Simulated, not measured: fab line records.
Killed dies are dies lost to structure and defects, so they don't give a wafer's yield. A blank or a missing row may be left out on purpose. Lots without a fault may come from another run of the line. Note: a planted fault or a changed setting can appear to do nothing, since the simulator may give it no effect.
Struck lot and sound lot, side by side -- flow sky130 -- 35 out of 708 route steps
Sound: these wafers, L918.1, L918.5, L918.6. Struck: wafer L934.5. (L934.2, L934.4 of the same lot were not struck and are left out.) The cause comes at the end.
At each step with rows: each side's tool, then ch and its chambers, then its first start. Under that, the readings that differ: sound wafers -- struck wafers -- difference of the means -- sigmas: that difference in standard deviations of wafers without a fault.
alike: a reading whose means differ by less than 2 such deviations, as well as words and numbers matching on both sides. not compared: withheld readings; readings where some wafer has no value; bounds like >300 that might hide an equal value; numbers whose values overlap and for which the record gives no deviation.
Wherever a step has rows on one side only, a row that says differs or no value, or a row with sigmas, the two part there. When numbers do not overlap yet have no deviation, they are printed without sigmas and do not part them. A reading that every wafer of one side lacks parts them only if that side has two wafers or more.

first, 9 steps without rows for these wafers: SKY_LOCAL_INTERCONNECT_DEHYDRATE_03 (time 60 s); SKY_LOCAL_INTERCONNECT_HMDS_04 (prime time 60 s); SKY_LOCAL_INTERCONNECT_COAT_05 (resist thk 60 nm); SKY_LOCAL_INTERCONNECT_COAT_06 (resist thk 450 nm); SKY_LOCAL_INTERCONNECT_SOFTBAKE_07 (time 90 s); SKY_LOCAL_INTERCONNECT_EXPOSE_08 (exposes mask LI1M, target cd 170 nm); SKY_LOCAL_INTERCONNECT_PEB_09; SKY_LOCAL_INTERCONNECT_DEVELOP_10 (develop time 60 s); SKY_LOCAL_INTERCONNECT_ETCH_13 (etches BARC in N2/H2, stops on SiO2, time 45.9 s, target depth 60 nm).
SKY_LOCAL_INTERCONNECT_METAL_ETCH_14: etches TiN in Cl2/BCl3, stops on PSG, target depth 110 nm, time 31.4 s.
  sound on rie_metal-04 ch 0,1, day 30 23:29; struck on rie_metal-01 ch 0, day 35 18:59
reading,sound,struck,difference,sigmas
drypump_motor_current_A (A),5.5 5.4 5.9,6.6,+1.0,+3
  alike: oes_product_au, throttle_valve_pct
  not compared: rf_hours_counter_h
then, 24 steps without rows for these wafers: SKY_LOCAL_INTERCONNECT_STRIP_15 (strips in O2/N2); SKY_LOCAL_INTERCONNECT_STRIP_16 (strips in post etch residue remover, time 1200 s); SKY_LOCAL_INTERCONNECT_CLEAN_17 (cleans in IPA, time 180 s); SKY_LOCAL_INTERCONNECT_CLEAN_18 (cleans in O3/DIW); SKY_CONTACT_CVD_00 (deposits Si3N4, target thk 75 nm); SKY_CONTACT_HDPCVD_02 (deposits SiO2, target thk 565 nm, time 94.2 s); SKY_CONTACT_CMP_04 (polishes SiO2); SKY_CONTACT_DEHYDRATE_06 (time 60 s); SKY_CONTACT_HMDS_07 (prime time 60 s); SKY_CONTACT_COAT_08 (resist thk 60 nm); SKY_CONTACT_COAT_09 (resist thk 450 nm); SKY_CONTACT_SOFTBAKE_10 (time 90 s); SKY_CONTACT_EXPOSE_11 (exposes mask CTM1, target cd 170 nm); SKY_CONTACT_PEB_12; SKY_CONTACT_DEVELOP_13 (develop time 60 s); SKY_CONTACT_ETCH_16 (etches BARC in N2/H2, stops on SiO2, time 45.9 s, target depth 60 nm); SKY_CONTACT_ETCH_17 (etches SiO2 in C4F8/O2/Ar, stops on Si3N4, target depth 340 nm); SKY_CONTACT_ETCH_18 (etches Si3N4 in CHF3/O2, stops on TiN, time 39 s, target depth 75 nm); SKY_CONTACT_STRIP_19 (strips in O2/N2); SKY_CONTACT_STRIP_20 (strips in post etch residue remover, time 1200 s); SKY_CONTACT_CLEAN_21 (cleans in IPA, time 180 s); SKY_CONTACT_CLEAN_22 (cleans in O3/DIW); SKY_CONTACT_SPUTTER_23 (material TiN, target thk 20 nm, time 80 s); SKY_CONTACT_CVD_24 (deposits W, target thk 340 nm, time 102.12 s).
-- the record jumps here: 14 days lie between the struck wafers' starts before and after (it left off in module CONTACT and takes up again in module PAD_OPEN, whose first step shown is number 708 of the route) --
SKY_PAD_OPEN_PROBE_99:
  sound: prober-01 at day 46 05:53; struck: prober-01 at day 49 17:13
reading,sound,struck,difference,sigmas
killed_at_contacts,22 18 29,73,+50,+10
killed_dies,83 67 82,122,+45,+5
killed_on_rim,12 16 12,21,+8,+2
  alike: killed_at_M0_to_M3, killed_at_M4_up, killed_at_front_end, killed_at_other, killed_open, killed_short

WHERE THEY PART
First at SKY_LOCAL_INTERCONNECT_METAL_ETCH_14; last, within this record, at SKY_PAD_OPEN_PROBE_99.

WHY: whatever the simulator had introduced
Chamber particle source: rie_metal-01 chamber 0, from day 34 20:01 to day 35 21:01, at SKY_LOCAL_INTERCONNECT_METAL_ETCH_14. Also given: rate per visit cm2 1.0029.
